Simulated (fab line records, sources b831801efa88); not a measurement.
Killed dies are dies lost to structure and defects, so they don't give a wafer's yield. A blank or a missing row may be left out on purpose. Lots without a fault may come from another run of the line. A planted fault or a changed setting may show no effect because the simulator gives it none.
fab line records | flow gf180mcu
record lots=6 wafers=18 last_day=34
route steps=602 shown V1@339
lots that met no fault: from a run of the same line without faults
start_h: hours from the record's first day to the start of the lot's first wafer shown | wait_h: hours since the lot's step before | " the same as in the row above | L1.1+2: a row that stands for several wafers | - no value, or no start given | * or withheld: withheld | < > ~ a bound
route shown NAME@n: a module of which the file shows steps, and the number in the route of the first | usual: mean/standard deviation of fault-free wafers | same: alike in all rows | chamber/n: place in a boat | sites: the reading at each site | _std_site: their standard deviation | _edge_site: outer sites' mean less inner sites' | radius_mm: how far each site lies from the wafer's centre | mask NAME#n: copy n | behind: the tool/chamber that last shaped the wafer | hold: why the lot was held/for how many hours/how that ended | device: the transistor (n, p or np) that didn't switch | end of line: the same wafers' tests at the end of the route | a step without rows: its recipe alone | killed: dies lost to structure and defects at the first sort, not the wafer's yield | map: a wafer's dies, x killed, . not, _ none there
set.NAME: the setting as run; set.NAME@STEP: as run at that earlier step | model.NAME: the simulator's own value behind a step, which no gauge read
lots at some steps of the route; a table a step, a row a wafer
services: from which hour (start_h, from the record's first day; less than 0 if before it) a tool's chamber was out of use, for how many hours, and why
## steps
# step GF_V1_CMP_04
# recipe material=SiO2 down_force_psi=4 platen_rpm=60 pad_velocity_m_s=0.94248
# usual motor_current_A=11.8/1.3 time_to_endpoint_s=82/5.5
# columns lot.wafer tool chamber start_h wait_h motor_current_A time_to_endpoint_s
L678.1 cmp-01 1 415.05 0.1 14.4 80
L678.4 " 3 " " 12.2 82
L678.5 " 1 " " 14.2 86
L685.1 cmp-02 1 481.36 0.1 10.0 72
L685.3 " 2 " " 12.9 79
L685.4 " 3 " " 12.8 83
L686.4 cmp-02 2 495.66 0.1 12.0 90
L686.3 " 0 " " 11.3 79
L686.5 " 1 " " 10.0 87
L690.2 cmp-02 0 521.74 0.1 11.5 79
L690.6 " 2 " " 12.2 93
L690.5 " 3 " " 13.7 83
L691.4 cmp-02 2 533.63 0.0 12.8 96
L691.2 " 3 " " 12.5 82
L691.5 " 3 " " 12.2 88
L698.3 cmp-01 3 583.29 0.1 12.2 71
L698.6 " 1 " " 14.4 71
L698.5 " 2 " " 10.7 77
# step GF_V1_BOW_MEAS_05
# recipe mode=bow
# usual V1_BOW=81/6.9
# columns lot.wafer tool chamber start_h wait_h V1_BOW[um]
L678.1 film_metro-03 - 415.30 0.2 84
L678.4 " - " " 74
L678.5 " - " " 62
L685.1 film_metro-01 - 481.61 0.2 86
L685.3 " - " " 81
L685.4 " - " " 77
L686.3 film_metro-01 - 495.95 0.1 68
L686.4 " - " " 80
L686.5 " - " " 85
L690.2 film_metro-01 - 521.96 0.2 76
L690.5 " - " " 80
L690.6 " - " " 92
L691.2 film_metro-03 - 533.95 0.2 80
L691.4 " - " " 81
L691.5 " - " " 81
L698.3 film_metro-03 - 583.53 0.2 89
L698.5 " - " " 76
L698.6 " - " " 67
# step GF_V1_DEHYDRATE_06
# recipe temp_c=200 time_s=60
# step GF_V1_HMDS_07
# recipe prime_time_s=60 prime_temp_c=120
# step GF_V1_COAT_08
# recipe resist=BARC temp_c=withheld time_s=withheld spin_rpm=withheld resist_thk_nm=withheld
# step GF_V1_COAT_09
# recipe resist=KrF spin_rpm=withheld resist_thk_nm=1000
# step GF_V1_SOFTBAKE_10
# recipe temp_c=130 time_s=60 resist=KrF
# step GF_V1_EXPOSE_11
# recipe mask_id=Via1 target_cd_nm=260 na=0.68 source_shape=conventional sigma_outer=0.6 dose_mj=38
# step GF_V1_PEB_12
# recipe peb_temp_c=135 peb_time_s=90 resist=KrF
# step GF_V1_DEVELOP_13
# recipe develop_time_s=60 resist=KrF dev_temp_c=21
# step GF_V1_CD_MEAS_14
# recipe target_cd_nm=260
# usual cd_nm=259.9/1.2
# columns lot.wafer tool chamber start_h wait_h cd_nm
L678.1 cd_sem-01 - 439.29 0.1 257.7
L678.4 " - " " 257.4
L678.5 " - " " 257.7
L685.1 cd_sem-02 - 505.49 0.1 261.0
L685.3 " - " " 258.8
L685.4 " - " " 259.6
L686.3 cd_sem-02 - 519.22 0.1 260.1
L686.4 " - " " 259.9
L686.5 " - " " 259.3
L690.2 cd_sem-01 - 544.73 0.2 258.3
L690.5 " - " " 259.5
L690.6 " - " " 258.2
L691.2 cd_sem-02 - 556.39 0.1 260.3
L691.4 " - " " 260.4
L691.5 " - " " 259.8
L698.3 cd_sem-01 - 604.93 0.1 260.8
L698.5 " - " " 260.3
L698.6 " - " " 260.1
# step GF_V1_OVL_MEAS_15
# usual V1_OVL=-2/4.2
# columns lot.wafer tool chamber start_h wait_h V1_OVL[nm]
L678.1 overlay-01 - 439.41 0.1 1
L678.4 " - " " -1
L678.5 " - " " -1
L685.1 overlay-02 - 505.61 0.1 -3
L685.3 " - " " -4
L685.4 " - " " -1
L686.3 overlay-01 - 519.31 0.1 2
L686.4 " - " " -3
L686.5 " - " " 1
L690.2 overlay-02 - 544.84 0.1 -4
L690.5 " - " " -4
L690.6 " - " " -3
L691.2 overlay-02 - 556.50 0.1 -7
L691.4 " - " " -6
L691.5 " - " " -2
L698.3 overlay-02 - 605.02 0.1 -1
L698.5 " - " " 2
L698.6 " - " " -5
# step GF_V1_ETCH_16
# recipe chemistry=N2/H2 target_depth_a=withheld overetch_a=withheld time_s=withheld target=BARC ion_energy_ev=200 source_w=500 bias_w=100 pressure_mtorr=30 n2_flow_sccm=100 h2_flow_sccm=200
# usual bias_w=100.04/0.29 chamber_pressure_mTorr=30.001/0.026 drypump_motor_current_A=5.6/0.49 oes_product_au=0.855/0.0046 rf_fwd_power_W=495.4/1.7 throttle_valve_pct=13.225/0.0088
# columns lot.wafer tool chamber start_h wait_h bias_w chamber_pressure_mTorr drypump_motor_current_A oes_product_au rf_fwd_power_W throttle_valve_pct
L678.1 rie_diel-01 1 439.45 0.0 100.21 30.004 4.7 0.848 496.8 13.228
L678.4 " 3 " " 100.12 29.990 6.1 0.852 493.1 13.222
L678.5 " 1 " " 99.90 30.016 4.7 0.848 495.3 13.222
L685.1 rie_diel-04 0 505.64 0.0 - - - - - -
L685.3 " 3 " " - - - - - -
L685.4 " 2 " " - - - - - -
L686.3 rie_diel-04 0 519.33 0.0 - - - - - -
L686.4 " 3 " " - - - - - -
L686.5 " 2 " " - - - - - -
L690.2 rie_diel-02 1 544.87 0.0 100.06 29.992 5.8 0.846 494.6 13.228
L690.5 " 0 " " 100.49 29.997 6.3 0.861 495.5 13.201
L690.6 " 2 " " 100.47 29.994 6.4 0.856 495.5 13.216
L691.2 rie_diel-01 1 556.53 0.0 99.93 29.995 4.7 0.856 497.3 13.213
L691.4 " 3 " " 100.29 30.004 6.2 0.852 494.1 13.215
L691.5 " 3 " " 100.39 29.990 6.2 0.850 493.4 13.228
L698.3 rie_diel-04 1 605.04 0.0 100.05 29.980 6.1 0.855 495.4 13.213
L698.5 " 1 " " 99.85 29.984 6.1 0.851 494.1 13.234
L698.6 " 2 " " 99.84 30.029 5.8 0.851 493.3 13.225
# step GF_V1_ETCH_17
# recipe chemistry=C4F8/O2/Ar mask_material=KrF target=SiO2 stop_on=TiN source_w=1500 bias_w=1200 pressure_mtorr=40 c4f8_flow_sccm=withheld O2_flow_sccm=6 Ar_flow_sccm=300 time_s=withheld target_depth_a=6300
# usual bias_w=1200/3.8 chamber_pressure_mTorr=40.00/0.04 oes_product_au=0.856/0.0044 rf_fwd_power_W=1493/4.8
# columns lot.wafer tool chamber start_h wait_h bias_w chamber_pressure_mTorr oes_product_au rf_fwd_power_W
L678.1 rie_diel-01 1 - - 1205 40.06 0.855 1485
L678.4 " 3 " " 1199 39.95 0.863 1487
L678.5 " 1 " " 1205 39.96 0.851 1490
L685.1 rie_diel-04 0 - - 1197 39.99 0.373 1498
L685.3 " 3 " " 1203 39.98 0.376 1497
L685.4 " 2 " " 1200 39.95 0.374 1493
L686.3 rie_diel-04 0 - - 1201 40.05 0.375 1494
L686.4 " 3 " " 1193 39.99 0.370 1501
L686.5 " 2 " " 1194 40.06 0.375 1492
L690.2 rie_diel-02 1 - - 1197 40.00 0.854 1501
L690.5 " 0 " " 1197 39.96 0.863 1500
L690.6 " 2 " " 1204 40.03 0.857 1493
L691.2 rie_diel-01 1 - - 1194 40.08 0.849 1497
L691.4 " 3 " " 1196 40.01 0.856 1496
L691.5 " 3 " " 1199 39.96 0.855 1493
L698.3 rie_diel-04 1 - - 1198 39.97 0.853 1488
L698.5 " 1 " " 1205 39.98 0.849 1487
L698.6 " 2 " " 1200 39.96 0.860 1489
# step GF_V1_STRIP_18
# recipe chemistry=O2/N2 power_w=1400 pressure_mtorr=1500 platen_temp_c=250 o2_flow_sccm=3000 n2_flow_sccm=300 overash_fraction=0.5
# usual drypump_motor_current_A=5.6/0.68 heater_power_w=313/21 oes_product_au=0.593/0.0053 platen_temp_c=250.00/0.17
# columns lot.wafer tool chamber start_h wait_h drypump_motor_current_A heater_power_w oes_product_au platen_temp_c rf_hours_counter_h
L678.1 plasma_asher-03 1 439.57 - 4.9 307 0.587 250.14 78
L678.4 " 0 " " 6.8 329 0.592 249.95 -
L678.5 " 1 " " 5.0 303 0.599 250.39 -
L685.1 plasma_asher-03 1 505.77 - 4.9 314 0.610 250.06 84
L685.3 " 0 " " 6.8 334 0.601 250.05 -
L685.4 " 1 " " 5.0 310 0.621 249.99 -
L686.3 plasma_asher-03 0 519.49 - 6.8 333 0.613 249.83 -
L686.4 " 1 " " 4.9 311 0.605 250.14 -
L686.5 " 0 " " 6.8 334 0.613 249.99 -
L690.2 plasma_asher-02 0 545.00 - 5.1 291 0.595 250.13 47
L690.5 " 0 " " 5.1 293 0.588 250.22 -
L690.6 " 1 " " 5.3 299 0.589 250.20 -
L691.2 plasma_asher-03 1 556.66 - 4.9 309 0.592 249.94 90
L691.4 " 1 " " 5.0 316 0.597 249.96 -
L691.5 " 1 " " 4.9 317 0.589 249.83 -
L698.3 plasma_asher-02 1 605.20 - 5.3 303 0.601 249.61 -
L698.5 " 1 " " 5.3 290 0.589 250.05 -
L698.6 " 0 " " 5.0 291 0.591 249.88 -
# step GF_V1_STRIP_19
# recipe chemistry=post_etch_residue_remover time_s=1200 temp_c=72.5
## services
# columns tool chamber start_h hours kind
cmp-01 - 395.83 0.3 repair
cmp-02 - 404.00 4.0 pm
rie_diel-01 0 408.20 12.7 repair
rie_diel-02 - 424.41 15.6 pm
rie_diel-04 0 443.40 3.2 repair
rie_diel-04 0 446.56 - clean
rie_diel-04 0 446.56 20.3 scheduled_down
rie_diel-04 0 446.56 20.3 vent_cycle
plasma_asher-03 - 448.38 5.6 repair
cmp-02 - 454.54 12.0 pm
rie_diel-01 3 462.27 21.6 repair
rie_diel-04 3 464.75 5.1 repair
rie_diel-04 - 478.36 2.8 pm
rie_diel-01 - 482.26 0.2 repair
cmp-02 - 490.13 5.3 pm
rie_diel-02 1 493.25 10.6 repair
cmp-01 - 516.56 1.1 repair
plasma_asher-03 - 559.06 18.1 pm
rie_diel-04 0 571.28 12.0 repair
cmp-01 - 572.24 4.0 pm
cmp-02 - 575.86 2.2 repair
plasma_asher-03 - 602.04 1.8 repair
plasma_asher-03 - 603.71 1.0 repair
plasma_asher-03 - 604.69 28.1 pm
## key
first_sign step=GF_V1_ETCH_16 reading=tool_record direction=missing
effect step=GF_V1_ETCH_17 reading=oes_product_au direction=down sigmas=99+ usual=0.856 struck=0.374
effect step=GF_V1_STRIP_18 reading=oes_product_au direction=up sigmas=3.3 usual=0.593 struck=0.610
met_at GF_V1_ETCH_16
struck_wafers L685.1,L685.3,L685.4,L686.3,L686.4,L686.5
later_rows_left_out L685.1,L685.3,L685.4,L686.3,L686.4,L686.5
sort_left_out L685.1,L685.3,L685.4,L686.3,L686.4,L686.5
fault kind=skipped_step_whole tool=rie_diel-04 chamber=- onset_h=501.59 steps=GF_V1_ETCH_16 scope=struck_lots_only
# sort_left_out: the simulated sort isn't trusted on such a fault, so these wafers' sort isn't shown, and their yield isn't known
# later_rows_left_out: the simulator's readings of these wafers behind a module that went badly wrong aren't trusted and aren't shown, but for the sort
